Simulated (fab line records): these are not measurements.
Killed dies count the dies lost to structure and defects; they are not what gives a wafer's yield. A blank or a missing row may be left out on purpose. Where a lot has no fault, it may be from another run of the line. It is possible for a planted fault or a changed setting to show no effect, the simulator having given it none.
fab line records ; flow sky130
record lots=14; wafers=42; lastDay=50
route steps=708 shown FIELD_ISO@2 METAL4@598 VIA4@640 PAD_OPEN@708
lots with no fault: from the same line, run without faults
startH: hours from the record's first day to the start of the lot's first wafer shown ; waitH: hours elapsed since this lot's preceding step ; " as in the row above ; L1.1+2: a single row standing in for several wafers ; - either no value or no given start ; * or withheld: withheld ; < > ~ a bound
route shown NAME@n: a module of which the file shows steps, and the number in the route of the first ; usual: mean/standard deviation of fault-free wafers ; same: alike in all rows ; chamber/n: place in a boat ; sites: the reading at each site ; _std_site: the values' standard deviation ; _edge_site: outer sites' mean less inner sites' ; radiusMm: how far each site lies from the wafer's centre ; mask NAME#n: copy n ; behind: the last tool/chamber to shape the wafer ; hold: why the lot went on hold/how many hours it stayed there/how the hold came to an end ; device: which transistor (n, p or np) failed to switch ; end of line: the tests these same wafers got at the end of their route ; a step with no rows: only its recipe ; killed: at the first sort, the dies lost to defects and structure; wafer yield is something else ; map: dies across one wafer; x = killed, . = not, _ = none there
set.NAME: the setting the step ran with; set.NAME@STEP: the setting that earlier step ran with ; model.NAME: the simulator's own value behind a step, which no gauge read
steps of the route over a sample of lots; a table a step, a row a wafer
services: a tool's chamber out of use, with start hour (startH, from the record's first day; less than 0 if before it), hours out, and reason
## steps
# step SKY_FIELD_ISO_OXIDATION_01
# recipe tempC=900; ambient=O2; stabiliseS=600; purgeS=300; targetThkA=120; oxTimeS=1843
lot.wafer;tool;chamber;startH;waitH
L438.2+3+6;furnace-02;0;11.79;1.8
L439.1+2+5;furnace-01;0;16.08;1.1
L440.1+2+6;furnace-02;0;20.29;0.3
L441.1+4+5;furnace-02;0;25.12;0.1
L442.2+5+6;furnace-02;0;30.83;0.8
L443.3+4+6;furnace-02;0;35.12;0.1
L444.1+5+6;furnace-01;0;41.17;1.1
L445.1+4+6;furnace-01;0;45.54;0.5
L447.1+2+6;furnace-01;0;55.12;0.1
L448.3+5+6;furnace-01;0;60.12;0.1
L455.2+5+6;furnace-02;0;95.12;0.1
L456.3+4+5;furnace-02;0;101.23;1.2
L457.2+4+6;furnace-01;0;105.12;0.1
L460.3+4+6;furnace-01;0;120.68;0.6
# step SKY_METAL4_SPUTTER_00
# recipe material=Ti; targetThkNm=15; powerW=3000; timeS=10; chamberPressurePa=0.4
# usual throttleValvePct=29.9/1.6
lot.wafer;tool;chamber;startH;waitH;throttleValvePct
L438.2;pvdSputter-03;-;936.48;0.1;31.9
L438.3;pvdSputter-03;-;936.48;0.1;27.5
L438.6;pvdSputter-03;-;936.48;0.1;27.2
L439.1;pvdSputter-04;-;944.28;0.1;30.9
L439.2;pvdSputter-04;-;944.28;0.1;31.0
L439.5;pvdSputter-04;-;944.28;0.1;28.3
L440.1;pvdSputter-03;-;960.14;0.2;27.5
L440.2;pvdSputter-03;-;960.14;0.2;32.1
L440.6;pvdSputter-03;-;960.14;0.2;32.1
L441.1;pvdSputter-03;-;966.32;0.2;27.4
L441.4;pvdSputter-03;-;966.32;0.2;31.9
L441.5;pvdSputter-03;-;966.32;0.2;27.6
L442.2;pvdSputter-04;-;966.64;0.2;28.1
L442.5;pvdSputter-04;-;966.64;0.2;30.8
L442.6;pvdSputter-04;-;966.64;0.2;31.2
L443.3;pvdSputter-04;-;972.78;0.2;31.5
L443.4;pvdSputter-04;-;972.78;0.2;30.9
L443.6;pvdSputter-04;-;972.78;0.2;31.2
L444.1;pvdSputter-03;-;983.21;0.1;29.0
L444.5;pvdSputter-03;-;983.21;0.1;32.2
L444.6;pvdSputter-03;-;983.21;0.1;27.5
L445.1;pvdSputter-04;-;985.04;0.2;30.7
L445.4;pvdSputter-04;-;985.04;0.2;31.5
L445.6;pvdSputter-04;-;985.04;0.2;28.3
L447.1;pvdSputter-04;-;1003.60;0.2;28.2
L447.2;pvdSputter-04;-;1003.60;0.2;30.9
L447.6;pvdSputter-04;-;1003.60;0.2;31.2
L448.3;pvdSputter-04;-;1014.36;0.1;31.4
L448.5;pvdSputter-04;-;1014.36;0.1;31.4
L448.6;pvdSputter-04;-;1014.36;0.1;28.4
L455.2;pvdSputter-04;-;1052.96;0.2;28.1
L455.5;pvdSputter-04;-;1052.96;0.2;30.7
L455.6;pvdSputter-04;-;1052.96;0.2;31.0
L456.3;pvdSputter-04;-;1055.60;0.1;28.3
L456.4;pvdSputter-04;-;1055.60;0.1;31.4
L456.5;pvdSputter-04;-;1055.60;0.1;31.4
L457.2;pvdSputter-03;-;1066.14;0.2;27.3
L457.4;pvdSputter-03;-;1066.14;0.2;28.9
L457.6;pvdSputter-03;-;1066.14;0.2;27.2
L460.3;pvdSputter-03;-;1089.09;0.2;32.0
L460.4;pvdSputter-03;-;1089.09;0.2;27.1
L460.6;pvdSputter-03;-;1089.09;0.2;27.2
# step SKY_METAL4_SPUTTER_04
# recipe material=TiN; targetThkNm=70; powerW=6500; timeS=58.3; chamberPressurePa=0.4
# usual throttleValvePct=30.0/1.6
lot.wafer;tool;chamber;startH;waitH;throttleValvePct
L438.2;pvdSputter-03;-;936.59;0.0;32.0
L438.3;pvdSputter-03;-;936.59;0.0;27.6
L438.6;pvdSputter-03;-;936.59;0.0;27.2
L439.1;pvdSputter-04;-;944.39;0.0;31.0
L439.2;pvdSputter-04;-;944.39;0.0;31.1
L439.5;pvdSputter-04;-;944.39;0.0;28.2
L440.1;pvdSputter-03;-;960.25;0.0;27.4
L440.2;pvdSputter-03;-;960.25;0.0;31.9
L440.6;pvdSputter-03;-;960.25;0.0;31.9
L441.1;pvdSputter-03;-;966.43;0.0;27.4
L441.4;pvdSputter-03;-;966.43;0.0;32.2
L441.5;pvdSputter-03;-;966.43;0.0;27.6
L442.2;pvdSputter-04;-;966.75;0.0;28.4
L442.5;pvdSputter-04;-;966.75;0.0;30.6
L442.6;pvdSputter-04;-;966.75;0.0;31.0
L443.3;pvdSputter-04;-;972.89;0.0;31.1
L443.4;pvdSputter-04;-;972.89;0.0;31.0
L443.6;pvdSputter-04;-;972.89;0.0;31.2
L444.1;pvdSputter-03;-;983.31;0.0;29.3
L444.5;pvdSputter-03;-;983.31;0.0;32.0
L444.6;pvdSputter-03;-;983.31;0.0;27.3
L445.1;pvdSputter-04;-;985.14;0.0;31.0
L445.4;pvdSputter-04;-;985.14;0.0;31.1
L445.6;pvdSputter-04;-;985.14;0.0;28.5
L447.1;pvdSputter-04;-;1003.70;0.0;28.2
L447.2;pvdSputter-04;-;1003.70;0.0;30.7
L447.6;pvdSputter-04;-;1003.70;0.0;31.5
L448.3;pvdSputter-04;-;1014.46;0.0;31.4
L448.5;pvdSputter-04;-;1014.46;0.0;31.3
L448.6;pvdSputter-04;-;1014.46;0.0;28.2
L455.2;pvdSputter-04;-;1053.07;0.0;28.3
L455.5;pvdSputter-04;-;1053.07;0.0;30.9
L455.6;pvdSputter-04;-;1053.07;0.0;31.2
L456.3;pvdSputter-04;-;1055.70;0.0;28.1
L456.4;pvdSputter-04;-;1055.70;0.0;31.5
L456.5;pvdSputter-04;-;1055.70;0.0;31.5
L457.2;pvdSputter-03;-;1066.24;0.0;27.5
L457.4;pvdSputter-03;-;1066.24;0.0;29.1
L457.6;pvdSputter-03;-;1066.24;0.0;27.4
L460.3;pvdSputter-03;-;1089.20;0.0;32.1
L460.4;pvdSputter-03;-;1089.20;0.0;27.4
L460.6;pvdSputter-03;-;1089.20;0.0;27.6
# step SKY_VIA4_THK_MEAS_01
# recipe reads=SiO2_of_VIA4_HDPCVD_00
# usual VIA4_HDPCVD_THK=1744/16
lot.wafer;tool;chamber;startH;waitH;VIA4_HDPCVD_THK[nm]
L438.2;filmMetro-01;-;986.68;0.1;1721
L438.3;filmMetro-01;-;986.68;0.1;1732
L438.6;filmMetro-01;-;986.68;0.1;1714
L439.1;filmMetro-01;-;994.36;0.1;1772
L439.2;filmMetro-01;-;994.36;0.1;1756
L439.5;filmMetro-01;-;994.36;0.1;1763
L440.1;filmMetro-01;-;1009.40;0.1;1763
L440.2;filmMetro-01;-;1009.40;0.1;1770
L440.6;filmMetro-01;-;1009.40;0.1;1745
L441.1;filmMetro-04;-;1015.13;0.1;1750
L441.4;filmMetro-04;-;1015.13;0.1;1766
L441.5;filmMetro-04;-;1015.13;0.1;1782
L442.2;filmMetro-02;-;1016.08;0.2;1746
L442.5;filmMetro-02;-;1016.08;0.2;1734
L442.6;filmMetro-02;-;1016.08;0.2;1735
L443.3;filmMetro-02;-;1022.04;0.1;1747
L443.4;filmMetro-02;-;1022.04;0.1;1763
L443.6;filmMetro-02;-;1022.04;0.1;1727
L444.1;filmMetro-01;-;1031.18;0.1;1726
L444.5;filmMetro-01;-;1031.18;0.1;1752
L444.6;filmMetro-01;-;1031.18;0.1;1724
L445.1;filmMetro-01;-;1033.79;0.1;1747
L445.4;filmMetro-01;-;1033.79;0.1;1749
L445.6;filmMetro-01;-;1033.79;0.1;1748
L447.1;filmMetro-04;-;1049.66;0.1;1740
L447.2;filmMetro-04;-;1049.66;0.1;1761
L447.6;filmMetro-04;-;1049.66;0.1;1743
L448.3;filmMetro-04;-;1060.95;0.1;1743
L448.5;filmMetro-04;-;1060.95;0.1;1742
L448.6;filmMetro-04;-;1060.95;0.1;1730
L455.2;filmMetro-02;-;1098.38;0.1;1766
L455.5;filmMetro-02;-;1098.38;0.1;1746
L455.6;filmMetro-02;-;1098.38;0.1;1743
L456.3;filmMetro-01;-;1101.25;0.1;1756
L456.4;filmMetro-01;-;1101.25;0.1;1742
L456.5;filmMetro-01;-;1101.25;0.1;1753
L457.2;filmMetro-02;-;1111.17;0.1;1745
L457.4;filmMetro-02;-;1111.17;0.1;1741
L457.6;filmMetro-02;-;1111.17;0.1;1735
L460.3;filmMetro-02;-;1131.20;0.1;1739
L460.4;filmMetro-02;-;1131.20;0.1;1727
L460.6;filmMetro-02;-;1131.20;0.1;1744
# step SKY_PAD_OPEN_PROBE_99
# usual killed_at_M0_to_M3=43/6.5; killed_at_M4_up=3.2/1.9; killedAtContacts=25/5.5; killedAtFrontEnd=14/4.2; killedAtOther=0.2/0.44; killedDies=85/8.5; killedOnRim=16/3.3; killedOpen=47/7; killedShort=39/6.3
# same grossDies=492; killedAtBackSide=0
lot.wafer;tool;chamber;startH;waitH;killed_at_M0_to_M3;killed_at_M4_up;killedAtContacts;killedAtFrontEnd;killedAtOther;killedDies;killedOnRim;killedOpen;killedShort
L441.1;prober-01;-;1108.65;0.1;33;3;35;14;0;85;15;44;41
L441.4;prober-01;-;1108.80;0.2;43;3;31;15;0;92;16;56;36
L441.5;prober-01;-;1108.85;0.2;38;3;28;10;0;79;14;43;36
L443.3;prober-01;-;1114.74;0.2;35;4;24;25;0;88;19;53;35
L443.4;prober-01;-;1114.79;0.2;46;4;24;11;1;86;18;49;37
L443.6;prober-01;-;1114.89;0.2;36;8;15;20;1;80;13;38;42
L445.1;prober-01;-;1124.54;0.1;35;1;29;18;0;83;16;38;45
L445.4;prober-01;-;1124.69;0.2;44;2;28;11;0;85;16;49;36
L445.6;prober-01;-;1124.79;0.2;49;5;27;14;0;95;17;53;42
L455.2;prober-01;-;1179.95;0.1;39;2;28;113;0;182;36;49;30
L455.5;prober-01;-;1180.10;0.2;37;3;31;107;0;178;32;48;37
L455.6;prober-01;-;1180.15;0.2;31;1;24;114;1;171;34;41;29
L456.3;prober-02;-;1181.99;0.2;34;1;23;113;0;171;28;40;25
L456.4;prober-02;-;1182.04;0.2;29;3;26;104;0;162;29;37;29
L456.5;prober-02;-;1182.09;0.2;41;3;21;112;0;177;35;46;31
# killed by level:class
L441.1 LI_CONTACT:geometricParticle:open=14 CONTACT:geometricParticle:open=7 METAL1:geometricParticle:short=7 VIA2:geometricParticle:open=7 CONTACT:geometricParticle:short=6 METAL2:geometricParticle:short=5 VIA3:geometricParticle:open=5 LI_CONTACT:geometricParticle:short=4
L441.4 CONTACT:geometricParticle:open=13 LI_CONTACT:geometricParticle:open=10 VIA1:geometricParticle:open=10 VIA2:geometricParticle:open=7 VIA3:geometricParticle:open=7 VIA3:geometricParticle:short=5 FIELD_ISO:geometricParticle:short=4 FIELD_ISO:geometricParticle:open=3
L441.5 LI_CONTACT:geometricParticle:open=10 VIA2:geometricParticle:open=9 CONTACT:geometricParticle:open=7 VIA1:geometricParticle:open=7 METAL1:geometricParticle:short=6 LOCAL_INTERCONNECT:geometricParticle:short=6 METAL2:geometricParticle:short=4 FIELD_ISO:geometricParticle:short=3
L443.3 CONTACT:geometricParticle:open=10 FIELD_ISO:geometricParticle:open=9 VIA1:geometricParticle:open=8 VIA2:geometricParticle:open=7 POLY_GATE:geometricParticle:short=6 VIA3:geometricParticle:open=6 LI_CONTACT:geometricParticle:open=5 CONTACT:geometricParticle:short=5
L443.4 VIA1:geometricParticle:open=10 VIA2:geometricParticle:open=10 CONTACT:geometricParticle:open=8 CONTACT:geometricParticle:short=6 VIA3:geometricParticle:open=6 LI_CONTACT:geometricParticle:open=5 METAL1:geometricParticle:short=5 VIA1:geometricParticle:short=5
L443.6 FIELD_ISO:geometricParticle:short=8 METAL4:geometricParticle:short=7 CONTACT:geometricParticle:open=7 VIA2:geometricParticle:open=7 VIA3:geometricParticle:short=6 VIA3:geometricParticle:open=6 VIA1:geometricParticle:open=4 SPACER:geometricParticle:short=3
L445.1 CONTACT:geometricParticle:short=9 VIA1:geometricParticle:short=7 VIA1:geometricParticle:open=7 LI_CONTACT:geometricParticle:open=6 CONTACT:geometricParticle:open=6 POLY_GATE:geometricParticle:short=5 LOCAL_INTERCONNECT:geometricParticle:short=5 VIA2:geometricParticle:open=5
L445.4 CONTACT:geometricParticle:open=12 VIA1:geometricParticle:open=12 CONTACT:geometricParticle:short=6 VIA2:geometricParticle:open=6 VIA3:geometricParticle:open=5 LI_CONTACT:geometricParticle:open=5 METAL1:geometricParticle:short=5 VIA2:geometricParticle:short=4
L445.6 CONTACT:geometricParticle:open=18 VIA1:geometricParticle:open=11 VIA3:geometricParticle:open=8 POLY_GATE:geometricParticle:short=5 VIA1:geometricParticle:short=5 METAL3:geometricParticle:short=5 METAL4:geometricParticle:short=5 LI_CONTACT:geometricParticle:short=4
L455.2 FIELD_ISO:unspecified=103 VIA1:geometricParticle:open=13 LI_CONTACT:geometricParticle:open=8 CONTACT:geometricParticle:open=8 LOCAL_INTERCONNECT:geometricParticle:short=5 VIA3:geometricParticle:open=5 METAL1:geometricParticle:short=4 VIA1:geometricParticle:short=4
L455.5 FIELD_ISO:unspecified=93 CONTACT:geometricParticle:open=14 VIA1:geometricParticle:open=14 LI_CONTACT:geometricParticle:open=8 VIA1:geometricParticle:short=6 LOCAL_INTERCONNECT:geometricParticle:short=5 FIELD_ISO:geometricParticle:short=4 POLY_GATE:geometricParticle:open=4
L455.6 FIELD_ISO:unspecified=101 CONTACT:geometricParticle:open=11 VIA1:geometricParticle:open=6 VIA2:geometricParticle:open=5 METAL1:geometricParticle:short=4 LI_CONTACT:geometricParticle:open=4 METAL2:geometricParticle:short=4 VIA3:geometricParticle:open=4
L456.3 FIELD_ISO:unspecified=106 VIA1:geometricParticle:open=10 CONTACT:geometricParticle:open=9 LI_CONTACT:geometricParticle:open=7 VIA1:geometricParticle:short=4 METAL2:geometricParticle:short=4 VIA2:geometricParticle:open=4 VIA3:geometricParticle:short=4
L456.4 FIELD_ISO:unspecified=96 CONTACT:geometricParticle:open=11 VIA2:geometricParticle:open=7 CONTACT:geometricParticle:short=6 VIA1:geometricParticle:open=6 METAL2:geometricParticle:short=6 VIA3:geometricParticle:open=5 LOCAL_INTERCONNECT:geometricParticle:short=4
L456.5 FIELD_ISO:unspecified=100 VIA1:geometricParticle:open=9 CONTACT:geometricParticle:open=8 VIA3:geometricParticle:open=7 VIA2:geometricParticle:open=7 POLY_GATE:geometricParticle:short=5 LI_CONTACT:geometricParticle:open=5 METAL1:geometricParticle:short=5
## services
tool;chamber;startH;hours;kind
furnace-02;-;1.31;3.5;pm
furnace-01;-;71.24;3.4;pm
pvdSputter-03;-;75.14;6.2;repair
furnace-02;-;143.29;4.5;pm
furnace-02;-;168.81;2.9;pm
pvdSputter-03;-;172.10;1.7;repair
pvdSputter-03;-;174.44;9.3;repair
pvdSputter-03;-;177.75;1.4;repair
furnace-01;-;184.12;3.3;pm
furnace-01;-;210.48;10.2;pm
furnace-01;-;238.96;4.2;pm
pvdSputter-03;-;245.06;4.0;repair
pvdSputter-03;-;245.18;28.4;repair
furnace-02;-;251.04;5.4;repair
pvdSputter-03;-;556.52;4.6;repair
pvdSputter-04;-;561.69;7.7;repair
pvdSputter-04;-;706.90;4.0;repair
pvdSputter-03;-;737.93;0.9;repair
pvdSputter-03;-;761.31;1.0;repair
pvdSputter-04;-;798.90;3.5;repair
pvdSputter-04;-;803.31;2.1;repair
pvdSputter-03;-;836.77;2.9;repair
pvdSputter-04;-;873.00;7.7;repair
pvdSputter-03;-;1025.08;1.1;repair
## key
firstSign step=SKY_PAD_OPEN_PROBE_99; reading=killedAtFrontEnd; direction=up; sigmas=23; usual=14; struck=110
effect step=SKY_PAD_OPEN_PROBE_99; reading=killedDies; direction=up; sigmas=10; usual=85; struck=174
metAt SKY_FIELD_ISO_OXIDATION_01
struckLots L455,L456
testerLeftOut L455,L456
notActingAt SKY_METAL4_SPUTTER_00,SKY_METAL4_SPUTTER_04,SKY_VIA4_THK_MEAS_01
onsetBetween 35.12 95.12
fault kind=chamberParticleSource; tool=furnace-02; chamber=-; onsetH=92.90; steps=SKY_FIELD_ISO_OXIDATION_01; ratePerVisitCm2=0.43847; endH=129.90
# testerLeftOut: of these lots the tester's yield and bins aren't shown, on N5 and GAA mostly nor the transistor test; their killed dies are dies lost to structure and defects alone, not to doping, threshold or leakage, so they don't give the yield
